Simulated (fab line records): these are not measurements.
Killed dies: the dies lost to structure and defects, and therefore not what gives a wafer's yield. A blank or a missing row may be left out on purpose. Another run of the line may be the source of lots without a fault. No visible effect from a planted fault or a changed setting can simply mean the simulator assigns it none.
Matching of chambers    flow sky130    4 sister chambers for SKY_POLY_GATE_ETCH_16 on rieDiel-01
The step etches Si3N4 in CH3F/O2, stops on poly-Si, time 147.5 s, target depth 75 nm. 14 wafers are shown with their chamber, then 7 later ones without.

WAFERS PAIRED WITH THEIR CHAMBERS
wafer   chamber  drypumpMotorCurrentA (A)  O2_flow_sccm (sccm)  throttleValvePct (%)
L589.1  3        5.4                       30.01                10.535
L589.5  2        5.0                       29.88                10.538
L589.6  3        5.4                       29.93                10.529
L591.3  2        5.0                       30.24                10.534
L591.5  0        6.2                       30.21                10.544
L591.6  3        5.4                       29.99                10.549
L593.1  3        5.4                       29.75                10.552
L593.3  2        5.0                       30.15                10.527
L593.6  1        5.7                       29.96                10.535
L595.1  1        5.7                       30.07                10.534
L595.3  3        5.3                       30.00                10.524
L595.6  2        5.0                       29.92                10.544
L603.1  1        5.6                       30.13                10.529
L603.3  3        5.4                       30.05                10.542

SIGNATURES (means of the wafers above)
reading               chamber 0  chamber 1  chamber 2  chamber 3  scatter within a chamber
drypumpMotorCurrentA  6.200      5.667      5.000      5.383      0.0387
O2_flow_sccm          30.2100    30.0533    30.0475    29.9550    0.128
throttleValvePct      10.54400   10.53267   10.53575   10.53850   0.00889
Rule: a wafer's distance from a chamber is the root of the sum, over the readings, of the square of ((its reading less the chamber's mean) divided by the reading's scatter). The wafer belongs to the nearest chamber; if the next one is less than 2 further off, it can't be placed. How the scatter is found: for the shown wafers, subtract from each reading the mean of its chamber, square and add these, divide the total by (wafers less chambers), then take the root.

WAFERS WITHOUT THEIR CHAMBER
wafer   drypumpMotorCurrentA (A)  O2_flow_sccm (sccm)  throttleValvePct (%)
L603.4  5.0                       29.90                10.539
L607.1  5.4                       30.00                10.511
L607.3  6.1                       30.18                10.532
L607.5  5.6                       30.03                10.528
L608.2  6.2                       29.83                10.541
L608.4  5.7                       30.09                10.529
L608.6  5.4                       29.96                10.539

THE CHAMBER EACH PASSED THROUGH
wafer   from the rows above  in truth
L603.4  2                    2
L607.1  3                    3
L607.3  0                    0
L607.5  1                    1
L608.2  0                    0
L608.4  1                    1
L608.6  3                    3
Correctly placed: 7 of 7. Can't be placed from these rows: 0. Wrongly placed: 0.
